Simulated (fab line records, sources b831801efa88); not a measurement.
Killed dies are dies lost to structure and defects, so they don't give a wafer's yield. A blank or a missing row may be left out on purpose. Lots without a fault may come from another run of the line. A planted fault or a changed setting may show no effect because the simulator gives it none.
Chamber matching | flow gf180mcu | GF_CONTACT_CMP_04 on cmp-01: 4 sister chambers
The step polishes SiO2. 4 wafers are shown with their chamber, then 7 later ones without.

WAFERS WITH THEIR CHAMBER
wafer  | chamber | motor_current_A (A)
L078.4 | 3       | 10.9
L082.6 | 0       | 12.8
L092.1 | 1       | 10.7
L092.2 | 2       | 12.8

WAFERS WITHOUT THEIR CHAMBER
wafer  | motor_current_A (A)
L092.3 | 10.5
L093.1 | 11.0
L093.2 | 13.0
L093.4 | 14.3
L097.1 | 12.8
L097.2 | 11.2
L097.5 | 12.5

WHICH CHAMBER EACH WENT THROUGH
wafer  | from the rows above     | in truth
L092.3 | can't be placed: 1 or 3 | 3
L093.1 | can't be placed: 3 or 1 | 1
L093.2 | can't be placed: 0 or 2 | 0
L093.4 | can't be placed: 0 or 2 | 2
L097.1 | can't be placed: 0 or 2 | 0
L097.2 | can't be placed: 3 or 1 | 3
L097.5 | can't be placed: 0 or 2 | 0
Placed correctly: 0 of 7. Can't be placed from these rows: 7 (the true chamber is among the candidates in 7). Placed wrongly: 0.
How it was worked out, from the rows above alone: a wafer's distance from a chamber is the root of the sum, over the readings, of the square of ((its reading less the chamber's mean) divided by the reading's scatter). The wafer belongs to the nearest chamber; if the next one is less than 2 further off, it can't be placed. A chamber's mean is the mean of its shown wafers. The scatter: with one shown wafer a chamber, the root of the mean of the squares of how far each hidden wafer lies from its nearest shown one.
